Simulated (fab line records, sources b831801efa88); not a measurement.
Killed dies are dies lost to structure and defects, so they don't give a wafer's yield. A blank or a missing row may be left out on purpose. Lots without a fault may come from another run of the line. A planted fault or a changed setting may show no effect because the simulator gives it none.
fab line records | flow gf180mcu
record lots=7 wafers=21 last_day=34
route steps=602 shown V2@408 M3@409
lots that met no fault: from a run of the same line without faults
start_h: hours from the record's first day to the start of the lot's first wafer shown | wait_h: hours since the lot's step before | " the same as in the row above | L1.1+2: a row that stands for several wafers | - no value, or no start given | * or withheld: withheld | < > ~ a bound
route shown NAME@n: a module of which the file shows steps, and the number in the route of the first | usual: mean/standard deviation of fault-free wafers | same: alike in all rows | chamber/n: place in a boat | sites: the reading at each site | _std_site: their standard deviation | _edge_site: outer sites' mean less inner sites' | radius_mm: how far each site lies from the wafer's centre | mask NAME#n: copy n | behind: the tool/chamber that last shaped the wafer | hold: why the lot was held/for how many hours/how that ended | device: the transistor (n, p or np) that didn't switch | end of line: the same wafers' tests at the end of the route | a step without rows: its recipe alone | killed: dies lost to structure and defects at the first sort, not the wafer's yield | map: a wafer's dies, x killed, . not, _ none there
set.NAME: the setting as run; set.NAME@STEP: as run at that earlier step | model.NAME: the simulator's own value behind a step, which no gauge read
lots at some steps of the route; a table a step, a row a wafer
services: from which hour (start_h, from the record's first day; less than 0 if before it) a tool's chamber was out of use, for how many hours, and why
## steps
# step GF_V2_CMP_26
# recipe stop_on=SiO2 down_force_psi=3.5 platen_rpm=60 t_overpolish_s=15 target_thk_nm=0 pad_velocity_m_s=0.94248
# usual motor_current_A=11.2/1.4 overpolish_run_s=15.000/0.0091 time_to_endpoint_s=85/3.4
# columns lot.wafer tool chamber start_h wait_h motor_current_A overpolish_run_s time_to_endpoint_s
L905.4 cmp-02 1 485.49 0.1 9.1 14.999 91
L905.1 " 3 " " 11.8 14.999 91
L905.6 " 0 " " 11.9 15.002 87
L913.4 cmp-01 2 557.75 0.1 10.7 14.982 80
L913.2 " 3 " " 11.2 14.994 81
L913.5 " 1 " " 9.4 15.010 86
L914.2 cmp-02 1 565.14 0.1 8.8 15.019 87
L914.4 " 2 " " 12.9 14.982 82
L914.5 " 0 " " 12.5 15.011 86
L915.2 cmp-02 3 569.32 0.0 11.0 14.994 89
L915.4 " 0 " " 13.0 14.993 85
L915.3 " 2 " " 13.2 14.992 78
L916.2 cmp-02 1 585.86 0.1 9.0 15.006 86
L916.4 " 2 " " 13.2 15.000 81
L916.6 " 0 " " 12.9 15.015 84
L924.2 cmp-01 0 644.26 0.0 11.5 15.016 88
L924.1 " 2 " " 10.3 14.995 83
L924.5 " 1 " " 9.5 14.987 87
L925.1 cmp-01 3 651.76 0.1 10.8 14.995 83
L925.3 " 0 " " 12.2 15.003 87
L925.4 " 1 " " 9.4 15.005 87
# step GF_M3_SPUTTER_00
# recipe material=Ti target_thk_nm=37.5 arriving_ion_energy_ev=80 substrate_temp_c=200 chamber_pressure_pa=2 power_w=4000 time_s=150
# usual throttle_valve_pct=30.1/0.9
# columns lot.wafer tool chamber start_h wait_h throttle_valve_pct
L905.1 pvd_sputter-04 - 485.74 0.1 29.3
L905.4 " - " " 29.7
L905.6 " - " " 30.3
L913.2 pvd_sputter-01 - 558.00 0.1 30.5
L913.4 " - " " 29.8
L913.5 " - " " 31.1
L914.2 pvd_sputter-03 - 565.39 0.2 30.3
L914.4 " - " " 31.0
L914.5 " - " " 28.4
L915.2 pvd_sputter-01 - 569.62 0.2 30.7
L915.3 " - " " 30.4
L915.4 " - " " 30.4
L916.2 pvd_sputter-04 - 586.11 0.2 29.0
L916.4 " - " " 30.4
L916.6 " - " " 30.5
L924.1 pvd_sputter-03 - 644.56 0.1 30.0
L924.2 " - " " 31.1
L924.5 " - " " 30.3
L925.1 pvd_sputter-03 - 652.06 0.2 29.4
L925.3 " - " " 28.6
L925.4 " - " " 30.5
# step GF_M3_SPUTTER_01
# recipe material=TiN target_thk_nm=30 power_w=6500 time_s=25 chamber_pressure_pa=0.4
# usual throttle_valve_pct=30.1/0.9
# columns lot.wafer tool chamber start_h wait_h throttle_valve_pct
L905.1 pvd_sputter-04 - 485.84 0.1 29.3
L905.4 " - " " 30.1
L905.6 " - " " 30.5
L913.2 pvd_sputter-01 - 558.10 0.1 30.8
L913.4 " - " " 29.5
L913.5 " - " " 30.6
L914.2 pvd_sputter-03 - 565.49 0.1 30.2
L914.4 " - " " 31.1
L914.5 " - " " 28.4
L915.2 pvd_sputter-01 - 569.72 0.1 31.0
L915.3 " - " " 30.6
L915.4 " - " " 30.4
L916.2 pvd_sputter-04 - 586.21 0.1 29.4
L916.4 " - " " 30.4
L916.6 " - " " 30.5
L924.1 pvd_sputter-03 - 644.67 0.1 30.2
L924.2 " - " " 30.9
L924.5 " - " " 30.4
L925.1 pvd_sputter-03 - 652.16 0.1 29.3
L925.3 " - " " 28.6
L925.4 " - " " 30.1
# step GF_M3_SPUTTER_02
# recipe material=AlCu target_thk_nm=450 power_w=10600 time_s=23.9 chamber_pressure_pa=0.4
# step GF_M3_SPUTTER_03
# recipe material=Ti target_thk_nm=10 substrate_temp_c=300 chamber_pressure_pa=0.3 power_w=3000 time_s=6.7
# usual throttle_valve_pct=30.1/0.9
# columns lot.wafer tool chamber start_h wait_h throttle_valve_pct
L905.1 pvd_sputter-04 - 485.90 0.0 29.3
L905.4 " - " " 29.8
L905.6 " - " " 30.4
L913.2 pvd_sputter-01 - 558.16 0.0 31.0
L913.4 " - " " 30.0
L913.5 " - " " 30.7
L914.2 pvd_sputter-03 - 565.55 0.0 30.4
L914.4 " - " " 31.4
L914.5 " - " " 28.2
L915.2 pvd_sputter-01 - 569.78 0.0 30.8
L915.3 " - " " 30.5
L915.4 " - " " 30.6
L916.2 pvd_sputter-04 - 586.27 0.0 29.3
L916.4 " - " " 30.4
L916.6 " - " " 30.4
L924.1 pvd_sputter-03 - 644.74 0.0 30.3
L924.2 " - " " 30.8
L924.5 " - " " 30.0
L925.1 pvd_sputter-03 - 652.22 0.0 29.3
L925.3 " - " " 28.5
L925.4 " - " " 30.1
# step GF_M3_SPUTTER_04
# recipe material=TiN target_thk_nm=50 power_w=6500 time_s=41.7 chamber_pressure_pa=0.4
# usual throttle_valve_pct=30.1/0.89
# columns lot.wafer tool chamber start_h wait_h throttle_valve_pct
L905.1 pvd_sputter-04 - 485.92 0.0 29.2
L905.4 " - " " 29.7
L905.6 " - " " 30.2
L913.2 pvd_sputter-01 - 558.18 0.0 31.0
L913.4 " - " " 29.9
L913.5 " - " " 31.0
L914.2 pvd_sputter-03 - 565.57 0.0 30.3
L914.4 " - " " 31.0
L914.5 " - " " 28.3
L915.2 pvd_sputter-01 - 569.80 0.0 31.0
L915.3 " - " " 30.7
L915.4 " - " " 30.5
L916.2 pvd_sputter-04 - 586.30 0.0 29.1
L916.4 " - " " 30.5
L916.6 " - " " 30.7
L924.1 pvd_sputter-03 - 644.76 0.0 30.0
L924.2 " - " " 30.9
L924.5 " - " " 30.2
L925.1 pvd_sputter-03 - 652.25 0.0 29.1
L925.3 " - " " 28.5
L925.4 " - " " 30.4
# step GF_M3_RS_MEAS_05
# recipe thk_meas_gauge=four-point-probe reads=TiN_of_M3_SPUTTER_04+Ti_of_M3_SPUTTER_03+AlCu_of_M3_SPUTTER_02+TiN_of_M3_SPUTTER_01+Ti_of_M3_SPUTTER_00
# usual M3_ALCU_RS=0.0699/0.00089
# columns lot.wafer tool chamber start_h wait_h M3_ALCU_RS[ohm/sq]
L905.1 film_metro-04 - 485.96 0.0 0.0693
L905.4 " - " " 0.0695
L905.6 " - " " 0.0706
L913.2 film_metro-03 - 558.24 0.0 0.0698
L913.4 " - " " 0.0705
L913.5 " - " " 0.0698
L914.2 film_metro-02 - 565.63 0.0 0.0682
L914.4 " - " " 0.0689
L914.5 " - " " 0.0696
L915.2 film_metro-03 - 569.86 0.0 0.0704
L915.3 " - " " 0.0704
L915.4 " - " " 0.0703
L916.2 film_metro-03 - 586.35 0.0 0.0707
L916.4 " - " " 0.0711
L916.6 " - " " 0.0717
L924.1 film_metro-04 - 644.80 0.0 0.0697
L924.2 " - " " 0.0706
L924.5 " - " " 0.0698
L925.1 film_metro-02 - 652.29 0.0 0.0694
L925.3 " - " " 0.0695
L925.4 " - " " 0.0687
# step GF_M3_THK_MEAS_06
# recipe thk_meas_gauge=xrf reads=AlCu_of_M3_SPUTTER_02
# usual M3_ALCU_THK=441/5.8
# columns lot.wafer tool chamber start_h wait_h M3_ALCU_THK[nm]
L905.1 film_metro-04 - 486.08 0.1 448
L905.4 " - " " 446
L905.6 " - " " 440
L913.2 film_metro-03 - 558.35 0.1 440
L913.4 " - " " 431
L913.5 " - " " 437
L914.2 film_metro-02 - 565.74 0.1 452
L914.4 " - " " 448
L914.5 " - " " 445
L915.2 film_metro-03 - 569.97 0.1 434
L915.3 " - " " 433
L915.4 " - " " 435
L916.2 film_metro-03 - 586.46 0.1 437
L916.4 " - " " 432
L916.6 " - " " 430
L924.1 film_metro-04 - 644.92 0.1 443
L924.2 " - " " 439
L924.5 " - " " 444
L925.1 film_metro-02 - 652.41 0.1 444
L925.3 " - " " 441
L925.4 " - " " 447
# step GF_M3_DEHYDRATE_07
# recipe temp_c=200 time_s=60
# step GF_M3_HMDS_08
# recipe prime_time_s=60 prime_temp_c=120
# step GF_M3_COAT_09
# recipe resist=KrF spin_rpm=withheld resist_thk_nm=1000
# step GF_M3_SOFTBAKE_10
# recipe temp_c=130 time_s=60 resist=KrF
# step GF_M3_EXPOSE_11
# recipe mask_id=Metal3 target_cd_nm=280 na=0.68 source_shape=conventional sigma_outer=0.6 dose_mj=28.64
# usual exposure_dose_mJ_cm2=28.001/0.028 focus_offset_nm=0.0/0.56 sigma_outer=0.6/0
# columns lot.wafer tool chamber start_h wait_h mask exposure_dose_mJ_cm2 focus_offset_nm sigma_outer
L905.1 krf_scanner-01 0 498.47 - Metal3#0 28.023 -0.2 0.6
L905.4 " 0 " " Metal3#0 27.973 0.5 0.6
L905.6 " 0 " " Metal3#0 27.942 -0.2 0.6
L913.2 krf_scanner-02 - 570.03 - Metal3#0 - - -
L913.4 " - " " Metal3#0 - - -
L913.5 " - " " Metal3#0 - - -
L914.2 krf_scanner-01 - 576.81 - Metal3#0 - - -
L914.4 " - " " Metal3#0 - - -
L914.5 " - " " Metal3#0 - - -
L915.2 krf_scanner-02 - 580.63 - Metal3#0 - - -
L915.3 " - " " Metal3#0 - - -
L915.4 " - " " Metal3#0 - - -
L916.2 krf_scanner-01 0 597.23 - Metal3#0 28.029 0.0 0.6
L916.4 " 0 " " Metal3#0 27.998 0.1 0.6
L916.6 " 0 " " Metal3#0 27.966 0.6 0.6
L924.1 krf_scanner-02 0 654.86 - Metal3#0 28.083 -0.6 0.6
L924.2 " 0 " " Metal3#0 28.073 0.0 0.6
L924.5 " 0 " " Metal3#0 28.042 -1.0 0.6
L925.1 krf_scanner-02 0 662.63 - Metal3#0 27.950 0.6 0.6
L925.3 " 0 " " Metal3#0 27.987 -0.5 0.6
L925.4 " 0 " " Metal3#0 28.001 -0.4 0.6
# step GF_M3_PEB_12
# recipe peb_temp_c=135 peb_time_s=90 resist=KrF
## services
# columns tool chamber start_h hours kind
pvd_sputter-04 - 465.24 1.7 repair
cmp-01 - 467.73 1.1 repair
krf_scanner-02 - 476.62 0.2 repair
krf_scanner-02 - 483.24 5.7 repair
krf_scanner-02 - 488.94 0.8 pm
pvd_sputter-01 - 494.84 7.7 repair
krf_scanner-02 - 498.01 1.0 pm
cmp-01 - 503.22 1.5 repair
krf_scanner-02 - 508.41 1.8 repair
cmp-02 - 525.08 1.7 repair
krf_scanner-02 - 567.71 0.7 repair
cmp-02 - 577.81 0.6 repair
cmp-02 - 579.36 2.0 repair
pvd_sputter-04 - 593.57 2.4 repair
cmp-02 - 605.14 10.5 pm
krf_scanner-02 - 611.56 3.6 pm
cmp-02 - 625.64 9.0 pm
krf_scanner-02 - 637.36 1.3 pm
krf_scanner-02 - 639.70 2.1 repair
cmp-02 - 640.81 0.7 repair
cmp-02 - 642.69 4.5 repair
pvd_sputter-04 - 647.61 0.5 repair
pvd_sputter-01 - 651.42 2.2 repair
krf_scanner-02 - 652.30 0.8 pm
## key
first_sign step=GF_M3_EXPOSE_11 reading=tool_record direction=missing
effect none on later readings
met_at GF_M3_EXPOSE_11
struck_wafers L913.2,L913.4,L913.5,L914.2,L914.4,L914.5,L915.2,L915.3,L915.4
later_rows_left_out L913.2,L913.4,L913.5,L914.2,L914.4,L914.5,L915.2,L915.3,L915.4
sort_left_out L913.2,L913.4,L913.5,L914.2,L914.4,L914.5,L915.2,L915.3,L915.4
onset_between 498.47 570.03
fault kind=skipped_step_whole tool=krf_scanner-01,krf_scanner-02 chamber=- onset_h=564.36 steps=GF_M3_EXPOSE_11 scope=struck_lots_only
# sort_left_out: the simulated sort isn't trusted on such a fault, so these wafers' sort isn't shown, and their yield isn't known
# later_rows_left_out: the simulator's readings of these wafers behind a module that went badly wrong aren't trusted and aren't shown, but for the sort
